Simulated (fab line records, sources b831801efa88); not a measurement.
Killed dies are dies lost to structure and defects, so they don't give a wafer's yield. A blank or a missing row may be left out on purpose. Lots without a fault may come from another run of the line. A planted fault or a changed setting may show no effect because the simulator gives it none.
One fault seen from 2 desks | flow gf180mcu | each desk has only its own numbers; what lay behind them comes last

THE METROLOGY DESK
What the gauges read, lot by lot, whatever tool the lot ran on: means of the sampled wafers that have a number. A lot is out of limits, marked OUT, if its mean lies more than 4 standard deviations from the usual mean; the brackets give that distance.
Columns: A = TOP_METAL_ALCU_RS at GF_TOP_METAL_RS_MEAS_05, usual 0.0327 ohm/sq; B = cd_nm at GF_TOP_METAL_CD_MEAS_14, usual 439.5 nm; C = PASSIVATION_CVD_00_THK at GF_PASSIVATION_THK_MEAS_01, usual 996 nm
lot  | first seen here | A      | B     | C
L727 | day 27 06:10    | 0.0323 | 439.1 | 995
L729 | day 27 21:46    | 0.0332 | 438.8 | 1000
L730 | day 28 01:15    | 0.0329 | 437.8 | 992
L731 | day 28 13:17    | 0.0328 | 440.1 | 998
L733 | day 29 02:11    | 0.0323 | 440.4 | 980
L734 | day 29 16:45    | 0.0326 | 440.7 | 994
L735 | day 29 20:18    | 0.0330 | 442.5 | 1001
L736 | day 29 21:26    | 0.0324 | 439.2 | 989
L737 | day 30 13:00    | 0.0322 | 442.3 | 996
L738 | day 30 14:47    | 0.0331 | 436.7 | 993
L739 | day 31 05:01    | 0.0329 | 442.2 | 1009
L740 | day 31 07:03    | 0.0327 | 438.9 | 1001
L741 | day 31 09:27    | 0.0324 | 437.8 | 977
This desk's finding: nothing out of limits on any of the 13 lots.

THE TOOL OWNER'S DESK: cmp-01
The tool's own readings at GF_V3_CMP_26 (polishes, stops on SiO2, t overpolish 15 s, target thk 0 nm): means of the sampled wafers that have a number, for each lot that ran on this tool. A lot is out of limits, marked OUT, if its mean lies more than 4 standard deviations from the usual mean; the brackets give that distance.
Columns: A = head_pressure_psi at GF_V3_CMP_26, usual 3.502 psi; B = motor_current_A at GF_V3_CMP_26, usual 11.2 A; C = overpolish_run_s at GF_V3_CMP_26, usual 15.000 s; D = slurry_filter_dp_kPa at GF_V3_CMP_26, usual 13.50 kPa; E = time_to_endpoint_s at GF_V3_CMP_26, usual 85 s
lot  | first seen here | A     | B    | C      | D     | E
L727 | day 22 10:56    | 3.507 | 9.9  | 14.995 | 13.65 | 87
L729 | day 23 04:29    | 3.504 | 9.3  | 14.996 | 13.48 | 86
L730 | day 23 08:29    | 3.500 | 10.1 | 14.999 | 13.52 | 82
L731 | day 23 22:44    | 3.503 | 10.6 | 15.006 | 13.69 | 85
L734 | day 25 04:18    | 3.506 | 10.2 | 14.993 | 13.62 | 86
L736 | day 25 11:27    | 3.503 | 9.7  | 14.998 | 13.42 | 89
L737 | day 26 02:38    | 3.506 | 10.4 | 15.000 | 13.25 | 86
L738 | day 26 05:58    | 3.498 | 10.3 | 15.001 | 13.65 | 89
L739 | day 26 23:02    | 3.502 | 10.6 | 15.001 | 13.56 | 89
L741 | day 27 03:59    | 3.508 | 10.6 | 14.992 | 13.38 | 82
This desk's finding: nothing out of limits on any of the 10 lots.

PUT TOGETHER
The metrology desk saw nothing out of limits.
The tool owner's desk saw nothing out of limits.

WHAT THE SIMULATOR HAD PUT IN
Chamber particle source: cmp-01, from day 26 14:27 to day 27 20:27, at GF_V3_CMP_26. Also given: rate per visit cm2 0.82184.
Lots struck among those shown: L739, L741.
